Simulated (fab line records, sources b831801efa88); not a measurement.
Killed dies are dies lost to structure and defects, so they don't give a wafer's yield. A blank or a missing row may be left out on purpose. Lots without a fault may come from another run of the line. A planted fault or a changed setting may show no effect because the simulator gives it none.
Tool commonality check | flow gf180mcu | 14 lots, 42 wafers sampled

WHY IT WAS OPENED
At GF_HV_LDD_RS_MEAS_53 the reading HV_LDD_RS is flagged on 3 of 14 lots. Wafers without a fault read 419.2 ohm/sq, standard deviation 0.92.
Rule: a lot is flagged when every wafer of it that has a number lies more than 4 standard deviations from that mean, or none has a number. The other lots count as sound.

lot  | measured     | on            | HV_LDD_RS (ohm/sq), wafer by wafer | flag
L182 | day 12 15:16 | film_metro-01 | 418.4 418.0 418.5                  |
L183 | day 13 00:16 | film_metro-02 | 417.7 418.0 418.1                  |
L184 | day 13 12:35 | film_metro-04 | 418.8 418.4 419.3                  |
L185 | day 13 19:35 | film_metro-01 | 376.1 377.2 377.2                  | FLAGGED
L187 | day 14 06:52 | film_metro-01 | 375.6 375.5 375.8                  | FLAGGED
L188 | day 14 16:40 | film_metro-04 | 375.7 375.3 376.0                  | FLAGGED
L195 | day 17 04:53 | film_metro-04 | 418.3 418.8 419.6                  |
L196 | day 17 09:11 | film_metro-01 | 418.5 419.3 417.8                  |
L197 | day 17 17:51 | film_metro-04 | 419.6 418.5 419.4                  |
L198 | day 17 20:49 | film_metro-01 | 421.0 420.9 420.7                  |
L201 | day 19 00:29 | film_metro-02 | 419.6 420.2 419.2                  |
L202 | day 19 11:59 | film_metro-02 | 418.9 418.8 417.8                  |
L203 | day 19 18:14 | film_metro-01 | 419.5 420.0 421.1                  |
L204 | day 20 03:03 | film_metro-04 | 418.3 418.8 419.6                  |
The numbers of the flagged lots are 376.0 ohm/sq on average: -43.2 ohm/sq against the usual, or -47 standard deviations.

WHICH TOOL RAN EACH LOT
The record holds 1 process step before the reading, out of a route of 602 steps. In each cell: the tool, then ch and the chambers that the sampled wafers went through, then the start.
lot  | flag    | GF_HV_LDD_IMPLANT_36
L182 |         | implanter-02 ch 0, day 11 19:38
L183 |         | implanter-02 ch 0, day 12 04:00
L184 |         | implanter-02 ch 0, day 12 16:08
L185 | FLAGGED | implanter-02 ch 0, day 12 22:18
L187 | FLAGGED | implanter-02 ch 0, day 13 09:52
L188 | FLAGGED | implanter-02 ch 0, day 13 18:40
L195 |         | implanter-02 ch 0, day 16 05:30
L196 |         | implanter-02 ch 0, day 16 09:22
L197 |         | implanter-03 ch 0, day 16 17:51
L198 |         | implanter-02 ch 0, day 16 21:04
L201 |         | implanter-03 ch 0, day 17 23:31
L202 |         | implanter-02 ch 0, day 18 10:45
L203 |         | implanter-02 ch 0, day 18 17:02
L204 |         | implanter-02 ch 0, day 19 02:44
What these steps do:
- GF_HV_LDD_IMPLANT_36
- GF_HV_LDD_RS_MEAS_53: measures by four-point-probe.

FLAGGED OVER TOTAL, TOOL BY TOOL (the gauges that took the reading come last)
step                 | tool          | lots run | flagged | share of the flagged lots | sound lots run after its first flagged lot
GF_HV_LDD_IMPLANT_36 | implanter-02  | 12       | 3       | all                       | 6 (L195,L196,L198,L202,L203,L204)
GF_HV_LDD_IMPLANT_36 | implanter-03  | 2        | 0       | none                      | -
GF_HV_LDD_RS_MEAS_53 | film_metro-01 | 6        | 2       | some                      | 3 (L196,L198,L203)
GF_HV_LDD_RS_MEAS_53 | film_metro-02 | 3        | 0       | none                      | -
GF_HV_LDD_RS_MEAS_53 | film_metro-04 | 5        | 1       | some                      | 3 (L195,L197,L204)

WHAT THE TABLE ALLOWS
1 row of the table ran every flagged lot: implanter-02 at GF_HV_LDD_IMPLANT_36.
- implanter-02 at GF_HV_LDD_IMPLANT_36: 3 of its 12 lots flagged. Sound lots ran on it after the first flagged one (L195, L196, L198, L202, L203, L204), which a lasting fault on the whole tool wouldn't allow. Its own readings lie more than 4 standard deviations out on every wafer of the flagged lots: tilt_deg.
No row of the table ran every flagged lot and no sound lot after the first.

WHAT THE SIMULATOR HAD PUT IN
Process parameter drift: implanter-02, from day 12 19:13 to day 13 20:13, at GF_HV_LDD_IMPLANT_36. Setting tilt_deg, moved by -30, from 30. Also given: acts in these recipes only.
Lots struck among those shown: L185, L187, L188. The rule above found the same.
